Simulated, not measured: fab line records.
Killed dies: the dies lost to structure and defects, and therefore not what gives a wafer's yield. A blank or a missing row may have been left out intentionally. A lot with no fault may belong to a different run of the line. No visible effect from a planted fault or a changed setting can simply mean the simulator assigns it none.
What tool caused it? || flow sky130 || 72 wafers from 24 lots sampled at 4 of the route's 708 steps

WHAT THE GAUGES READ, wafer by wafer
SKY_NWELL_TW_MEAS_26. Usual: NWELL_2_TW typically reads 498, with standard deviation 3.5.
{"lot": "L074", "measured": "day 5 11:25", "on": "film_metro-01", "NWELL_2_TW": "496 497 498", "flag": ""}
{"lot": "L075", "measured": "day 5 15:47", "on": "film_metro-01", "NWELL_2_TW": "497 498 496", "flag": ""}
{"lot": "L076", "measured": "day 5 22:29", "on": "film_metro-01", "NWELL_2_TW": "495 495 495", "flag": ""}
{"lot": "L077", "measured": "day 6 03:05", "on": "film_metro-03", "NWELL_2_TW": "498 498 497", "flag": ""}
{"lot": "L078", "measured": "day 6 10:38", "on": "film_metro-03", "NWELL_2_TW": "497 499 496", "flag": ""}
{"lot": "L079", "measured": "day 6 16:10", "on": "film_metro-04", "NWELL_2_TW": "501 504 499", "flag": ""}
{"lot": "L080", "measured": "day 6 20:11", "on": "film_metro-04", "NWELL_2_TW": "505 502 501", "flag": ""}
{"lot": "L081", "measured": "day 7 07:40", "on": "film_metro-01", "NWELL_2_TW": "497 498 497", "flag": ""}
{"lot": "L082", "measured": "day 8 01:20", "on": "film_metro-03", "NWELL_2_TW": "496 496 497", "flag": ""}
{"lot": "L083", "measured": "day 8 01:55", "on": "film_metro-03", "NWELL_2_TW": "492 494 492", "flag": ""}
{"lot": "L084", "measured": "day 8 08:22", "on": "film_metro-01", "NWELL_2_TW": "497 496 501", "flag": ""}
{"lot": "L085", "measured": "day 8 11:04", "on": "film_metro-04", "NWELL_2_TW": "500 499 503", "flag": ""}
{"lot": "L086", "measured": "day 8 11:08", "on": "film_metro-03", "NWELL_2_TW": "493 493 492", "flag": ""}
{"lot": "L087", "measured": "day 8 15:58", "on": "film_metro-04", "NWELL_2_TW": "501 501 500", "flag": ""}
{"lot": "L088", "measured": "day 9 02:32", "on": "film_metro-04", "NWELL_2_TW": "503 503 502", "flag": ""}
{"lot": "L089", "measured": "day 9 03:32", "on": "film_metro-04", "NWELL_2_TW": "500 503 505", "flag": ""}
{"lot": "L090", "measured": "day 9 12:08", "on": "film_metro-04", "NWELL_2_TW": "500 502 503", "flag": ""}
{"lot": "L091", "measured": "day 9 14:38", "on": "film_metro-01", "NWELL_2_TW": "498 497 496", "flag": ""}
{"lot": "L092", "measured": "day 9 21:05", "on": "film_metro-03", "NWELL_2_TW": "494 492 493", "flag": ""}
{"lot": "L093", "measured": "day 10 01:25", "on": "film_metro-04", "NWELL_2_TW": "501 502 498", "flag": ""}
{"lot": "L094", "measured": "day 10 12:32", "on": "film_metro-01", "NWELL_2_TW": "496 496 497", "flag": ""}
{"lot": "L095", "measured": "day 10 19:22", "on": "film_metro-01", "NWELL_2_TW": "495 496 494", "flag": ""}
{"lot": "L096", "measured": "day 10 21:47", "on": "film_metro-01", "NWELL_2_TW": "490 497 495", "flag": ""}
{"lot": "L097", "measured": "day 11 06:56", "on": "film_metro-03", "NWELL_2_TW": "496 495 498", "flag": ""}

SKY_VIA2_OVL_MEAS_13. Usual: VIA2_OVL typically reads -2 nm, with standard deviation 5.
{"lot": "L074", "measured": "day 36 23:10", "on": "overlay-02", "VIA2_OVL (nm)": "-3 -4 -4", "flag": ""}
{"lot": "L075", "measured": "day 37 06:12", "on": "overlay-01", "VIA2_OVL (nm)": "2 1 7", "flag": ""}
{"lot": "L076", "measured": "day 37 13:31", "on": "overlay-01", "VIA2_OVL (nm)": "0 1 3", "flag": ""}
{"lot": "L077", "measured": "day 37 17:31", "on": "overlay-02", "VIA2_OVL (nm)": "-5 -4 -7", "flag": ""}
{"lot": "L078", "measured": "day 38 05:14", "on": "overlay-01", "VIA2_OVL (nm)": "1 6 -2", "flag": ""}
{"lot": "L079", "measured": "day 38 11:52", "on": "overlay-01", "VIA2_OVL (nm)": "-2 -1 -10", "flag": ""}
{"lot": "L080", "measured": "day 38 20:25", "on": "overlay-01", "VIA2_OVL (nm)": "-5 0 -1", "flag": ""}
{"lot": "L081", "measured": "day 39 11:34", "on": "overlay-02", "VIA2_OVL (nm)": "-6 -1 -10", "flag": ""}
{"lot": "L082", "measured": "day 40 07:34", "on": "overlay-01", "VIA2_OVL (nm)": "-9 -2 -10", "flag": ""}
{"lot": "L083", "measured": "day 40 09:06", "on": "overlay-02", "VIA2_OVL (nm)": "-3 1 3", "flag": ""}
{"lot": "L084", "measured": "day 40 12:29", "on": "overlay-01", "VIA2_OVL (nm)": "-9 -7 -4", "flag": ""}
{"lot": "L085", "measured": "day 40 19:07", "on": "overlay-02", "VIA2_OVL (nm)": "-4 0 -3", "flag": ""}
{"lot": "L086", "measured": "day 40 19:31", "on": "overlay-02", "VIA2_OVL (nm)": "0 -6 6", "flag": ""}
{"lot": "L087", "measured": "day 40 20:26", "on": "overlay-01", "VIA2_OVL (nm)": "9 11 7", "flag": ""}
{"lot": "L088", "measured": "day 41 08:25", "on": "overlay-02", "VIA2_OVL (nm)": "-7 -2 -8", "flag": ""}
{"lot": "L089", "measured": "day 41 13:19", "on": "overlay-02", "VIA2_OVL (nm)": "3 3 5", "flag": ""}
{"lot": "L090", "measured": "day 41 18:01", "on": "overlay-01", "VIA2_OVL (nm)": "-10 -2 0", "flag": ""}
{"lot": "L091", "measured": "day 42 00:25", "on": "overlay-01", "VIA2_OVL (nm)": "-9 0 -1", "flag": ""}
{"lot": "L092", "measured": "day 42 14:06", "on": "overlay-02", "VIA2_OVL (nm)": "0 0 2", "flag": ""}
{"lot": "L093", "measured": "day 42 06:42", "on": "overlay-02", "VIA2_OVL (nm)": "-1 -7 -4", "flag": ""}
{"lot": "L094", "measured": "day 42 21:30", "on": "overlay-02", "VIA2_OVL (nm)": "-9 3 -7", "flag": ""}
{"lot": "L095", "measured": "day 43 03:33", "on": "overlay-02", "VIA2_OVL (nm)": "4 2 5", "flag": ""}
{"lot": "L096", "measured": "day 43 06:32", "on": "overlay-02", "VIA2_OVL (nm)": "-4 -4 -2", "flag": ""}
{"lot": "L097", "measured": "day 43 12:10", "on": "overlay-01", "VIA2_OVL (nm)": "-2 -2 -5", "flag": ""}

SKY_VIA2_THK_MEAS_23: measures by xrf. Usual: VIA2_W_THK typically reads 407 nm, with standard deviation 5.7.
{"lot": "L074", "measured": "day 37 00:20", "on": "film_metro-01", "VIA2_W_THK (nm)": "409 410 409", "flag": ""}
{"lot": "L075", "measured": "day 37 07:15", "on": "film_metro-02", "VIA2_W_THK (nm)": "409 411 416", "flag": ""}
{"lot": "L076", "measured": "day 37 14:34", "on": "film_metro-03", "VIA2_W_THK (nm)": "401 409 401", "flag": ""}
{"lot": "L077", "measured": "day 37 18:34", "on": "film_metro-03", "VIA2_W_THK (nm)": "406 402 412", "flag": ""}
{"lot": "L078", "measured": "day 38 06:18", "on": "film_metro-03", "VIA2_W_THK (nm)": "398 407 409", "flag": ""}
{"lot": "L079", "measured": "day 38 12:56", "on": "film_metro-03", "VIA2_W_THK (nm)": "398 394 403", "flag": ""}
{"lot": "L080", "measured": "day 38 21:28", "on": "film_metro-03", "VIA2_W_THK (nm)": "404 401 404", "flag": ""}
{"lot": "L081", "measured": "day 39 12:36", "on": "film_metro-03", "VIA2_W_THK (nm)": "403 410 409", "flag": ""}
{"lot": "L082", "measured": "day 40 08:39", "on": "film_metro-03", "VIA2_W_THK (nm)": "405 402 409", "flag": ""}
{"lot": "L083", "measured": "day 40 10:09", "on": "film_metro-01", "VIA2_W_THK (nm)": "406 403 401", "flag": ""}
{"lot": "L084", "measured": "day 40 13:34", "on": "film_metro-03", "VIA2_W_THK (nm)": "405 409 403", "flag": ""}
{"lot": "L085", "measured": "day 40 20:10", "on": "film_metro-03", "VIA2_W_THK (nm)": "404 410 407", "flag": ""}
{"lot": "L086", "measured": "day 40 20:34", "on": "film_metro-01", "VIA2_W_THK (nm)": "402 405 398", "flag": ""}
{"lot": "L087", "measured": "day 40 21:29", "on": "film_metro-03", "VIA2_W_THK (nm)": "403 405 403", "flag": ""}
{"lot": "L088", "measured": "day 41 09:28", "on": "film_metro-03", "VIA2_W_THK (nm)": "414 418 416", "flag": ""}
{"lot": "L089", "measured": "day 41 14:23", "on": "film_metro-03", "VIA2_W_THK (nm)": "413 403 415", "flag": ""}
{"lot": "L090", "measured": "day 41 19:05", "on": "film_metro-03", "VIA2_W_THK (nm)": "408 402 407", "flag": ""}
{"lot": "L091", "measured": "day 42 01:31", "on": "film_metro-01", "VIA2_W_THK (nm)": "410 407 404", "flag": ""}
{"lot": "L092", "measured": "day 42 15:11", "on": "film_metro-02", "VIA2_W_THK (nm)": "414 412 412", "flag": ""}
{"lot": "L093", "measured": "day 42 07:45", "on": "film_metro-02", "VIA2_W_THK (nm)": "409 415 414", "flag": ""}
{"lot": "L094", "measured": "day 42 23:00", "on": "film_metro-01", "VIA2_W_THK (nm)": "410 403 411", "flag": ""}
{"lot": "L095", "measured": "day 43 04:44", "on": "film_metro-02", "VIA2_W_THK (nm)": "417 412 423", "flag": ""}
{"lot": "L096", "measured": "day 43 07:47", "on": "film_metro-03", "VIA2_W_THK (nm)": "403 398 397", "flag": ""}
{"lot": "L097", "measured": "day 43 13:13", "on": "film_metro-02", "VIA2_W_THK (nm)": "414 409 403", "flag": ""}

TOOL THAT RAN EACH LOT (tool first, then ch and the chambers of the sampled wafers, then the start)
{"lot": "L074", "SKY_VIA2_STRIP_16": "plasma_asher-01 ch 0,1, day 36 23:19"}
{"lot": "L075", "SKY_VIA2_STRIP_16": "plasma_asher-01 ch 0,1, day 37 06:20"}
{"lot": "L076", "SKY_VIA2_STRIP_16": "plasma_asher-03 ch 0,1, day 37 13:40"}
{"lot": "L077", "SKY_VIA2_STRIP_16": "plasma_asher-01 ch 0,1, day 37 17:40"}
{"lot": "L078", "SKY_VIA2_STRIP_16": "plasma_asher-03 ch 0,1, day 38 05:23"}
{"lot": "L079", "SKY_VIA2_STRIP_16": "plasma_asher-01 ch 0,1, day 38 12:01"}
{"lot": "L080", "SKY_VIA2_STRIP_16": "plasma_asher-02 ch 0,1, day 38 20:34"}
{"lot": "L081", "SKY_VIA2_STRIP_16": "plasma_asher-01 ch 0, day 39 11:41"}
{"lot": "L082", "SKY_VIA2_STRIP_16": "plasma_asher-03 ch 0,1, day 40 07:43"}
{"lot": "L083", "SKY_VIA2_STRIP_16": "plasma_asher-01 ch 0,1, day 40 09:14"}
{"lot": "L084", "SKY_VIA2_STRIP_16": "plasma_asher-01 ch 0,1, day 40 12:38"}
{"lot": "L085", "SKY_VIA2_STRIP_16": "plasma_asher-03 ch 0,1, day 40 19:16"}
{"lot": "L086", "SKY_VIA2_STRIP_16": "plasma_asher-03 ch 0,1, day 40 19:40"}
{"lot": "L087", "SKY_VIA2_STRIP_16": "plasma_asher-01 ch 0,1, day 40 20:35"}
{"lot": "L088", "SKY_VIA2_STRIP_16": "plasma_asher-03 ch 0,1, day 41 08:34"}
{"lot": "L089", "SKY_VIA2_STRIP_16": "plasma_asher-03 ch 0,1, day 41 13:26"}
{"lot": "L090", "SKY_VIA2_STRIP_16": "plasma_asher-01 ch 0,1, day 41 18:10"}
{"lot": "L091", "SKY_VIA2_STRIP_16": "plasma_asher-01 ch 0,1, day 42 00:32"}
{"lot": "L092", "SKY_VIA2_STRIP_16": "plasma_asher-02 ch 0,1, day 42 14:16"}
{"lot": "L093", "SKY_VIA2_STRIP_16": "plasma_asher-02 ch 0,1, day 42 06:50"}
{"lot": "L094", "SKY_VIA2_STRIP_16": "plasma_asher-03 ch 0,1, day 42 21:38"}
{"lot": "L095", "SKY_VIA2_STRIP_16": "plasma_asher-02 ch 0,1, day 43 03:41"}
{"lot": "L096", "SKY_VIA2_STRIP_16": "plasma_asher-02 ch 0, day 43 06:40"}
{"lot": "L097", "SKY_VIA2_STRIP_16": "plasma_asher-01 ch 1, day 43 12:19"}
- SKY_VIA2_STRIP_16: strips in O2/N2.

AS READ BY THE TOOLS THEMSELVES (means over the sampled wafers that have a number; for cases with no such wafer, the mark the record gives instead)
SKY_VIA2_STRIP_16. Usual: drypump_motor_current_A 6.0 A, standard deviation 0.45; oes_product_au 0.398 a.u., standard deviation 0.0046; strip_time_to_endpoint_s 4.034 s, standard deviation 0.028.
{"lot": "L074", "tool": "plasma_asher-01", "drypump_motor_current_A (A)": 6.0, "oes_product_au (a.u.)": 0.400, "strip_time_to_endpoint_s (s)": 4.042, "flag": ""}
{"lot": "L075", "tool": "plasma_asher-01", "drypump_motor_current_A (A)": 6.0, "oes_product_au (a.u.)": 0.399, "strip_time_to_endpoint_s (s)": 4.064, "flag": ""}
{"lot": "L076", "tool": "plasma_asher-03", "drypump_motor_current_A (A)": 5.8, "oes_product_au (a.u.)": 0.401, "strip_time_to_endpoint_s (s)": 4.023, "flag": ""}
{"lot": "L077", "tool": "plasma_asher-01", "drypump_motor_current_A (A)": 6.2, "oes_product_au (a.u.)": 0.401, "strip_time_to_endpoint_s (s)": 4.052, "flag": ""}
{"lot": "L078", "tool": "plasma_asher-03", "drypump_motor_current_A (A)": 5.8, "oes_product_au (a.u.)": 0.399, "strip_time_to_endpoint_s (s)": 4.028, "flag": ""}
{"lot": "L079", "tool": "plasma_asher-01", "drypump_motor_current_A (A)": 6.2, "oes_product_au (a.u.)": 0.396, "strip_time_to_endpoint_s (s)": 4.048, "flag": ""}
{"lot": "L080", "tool": "plasma_asher-02", "drypump_motor_current_A (A)": 5.6, "oes_product_au (a.u.)": 0.397, "strip_time_to_endpoint_s (s)": 4.048, "flag": ""}
{"lot": "L081", "tool": "plasma_asher-01", "drypump_motor_current_A (A)": 6.5, "oes_product_au (a.u.)": 0.399, "strip_time_to_endpoint_s (s)": 4.076, "flag": ""}
{"lot": "L082", "tool": "plasma_asher-03", "drypump_motor_current_A (A)": 5.9, "oes_product_au (a.u.)": 0.396, "strip_time_to_endpoint_s (s)": 4.023, "flag": ""}
{"lot": "L083", "tool": "plasma_asher-01", "drypump_motor_current_A (A)": 6.2, "oes_product_au (a.u.)": 0.401, "strip_time_to_endpoint_s (s)": 4.059, "flag": ""}
{"lot": "L084", "tool": "plasma_asher-01", "drypump_motor_current_A (A)": 6.2, "oes_product_au (a.u.)": 0.399, "strip_time_to_endpoint_s (s)": 4.046, "flag": ""}
{"lot": "L085", "tool": "plasma_asher-03", "drypump_motor_current_A (A)": 6.0, "oes_product_au (a.u.)": 0.399, "strip_time_to_endpoint_s (s)": 4.035, "flag": ""}
{"lot": "L086", "tool": "plasma_asher-03", "drypump_motor_current_A (A)": 5.8, "oes_product_au (a.u.)": 0.398, "strip_time_to_endpoint_s (s)": 4.017, "flag": ""}
{"lot": "L087", "tool": "plasma_asher-01", "drypump_motor_current_A (A)": 6.2, "oes_product_au (a.u.)": 0.396, "strip_time_to_endpoint_s (s)": 4.045, "flag": ""}
{"lot": "L088", "tool": "plasma_asher-03", "drypump_motor_current_A (A)": 5.9, "oes_product_au (a.u.)": 0.399, "strip_time_to_endpoint_s (s)": 4.039, "flag": ""}
{"lot": "L089", "tool": "plasma_asher-03", "drypump_motor_current_A (A)": 5.9, "oes_product_au (a.u.)": 0.395, "strip_time_to_endpoint_s (s)": 4.012, "flag": ""}
{"lot": "L090", "tool": "plasma_asher-01", "drypump_motor_current_A (A)": 6.0, "oes_product_au (a.u.)": 0.400, "strip_time_to_endpoint_s (s)": 4.019, "flag": ""}
{"lot": "L091", "tool": "plasma_asher-01", "drypump_motor_current_A (A)": 6.0, "oes_product_au (a.u.)": 0.396, "strip_time_to_endpoint_s (s)": 4.014, "flag": ""}
{"lot": "L092", "tool": "plasma_asher-02", "drypump_motor_current_A (A)": 5.6, "oes_product_au (a.u.)": 0.399, "strip_time_to_endpoint_s (s)": 4.015, "flag": ""}
{"lot": "L093", "tool": "plasma_asher-02", "drypump_motor_current_A (A)": 5.6, "oes_product_au (a.u.)": 0.398, "strip_time_to_endpoint_s (s)": 4.049, "flag": ""}
{"lot": "L094", "tool": "plasma_asher-03", "drypump_motor_current_A (A)": 5.8, "oes_product_au (a.u.)": 0.398, "strip_time_to_endpoint_s (s)": 4.023, "flag": ""}
{"lot": "L095", "tool": "plasma_asher-02", "drypump_motor_current_A (A)": 6.1, "oes_product_au (a.u.)": 0.394, "strip_time_to_endpoint_s (s)": 4.053, "flag": ""}
{"lot": "L096", "tool": "plasma_asher-02", "drypump_motor_current_A (A)": 5.1, "oes_product_au (a.u.)": 0.392, "strip_time_to_endpoint_s (s)": 4.043, "flag": ""}
{"lot": "L097", "tool": "plasma_asher-01", "drypump_motor_current_A (A)": 5.7, "oes_product_au (a.u.)": 0.395, "strip_time_to_endpoint_s (s)": 4.023, "flag": ""}

THE ANSWER, worked out from the rows above alone
Rule: a lot counts as off when the mean over its wafers that have a number is more than 3 standard deviations away from the usual mean. A lot without any number at a reading at which 4 lots or more have one is off too. All remaining lots with rows at the step are treated as sound. The gauges are gone through in route order, then the tools' own readings, and for those a lot's mean is taken as printed above. At the first step where some lot is off, the reading lying furthest off is the one used; lots without a number count as furthest.
Nothing can be told from this: no lot is off at any reading shown.

WHAT THE SIMULATOR PUT IN
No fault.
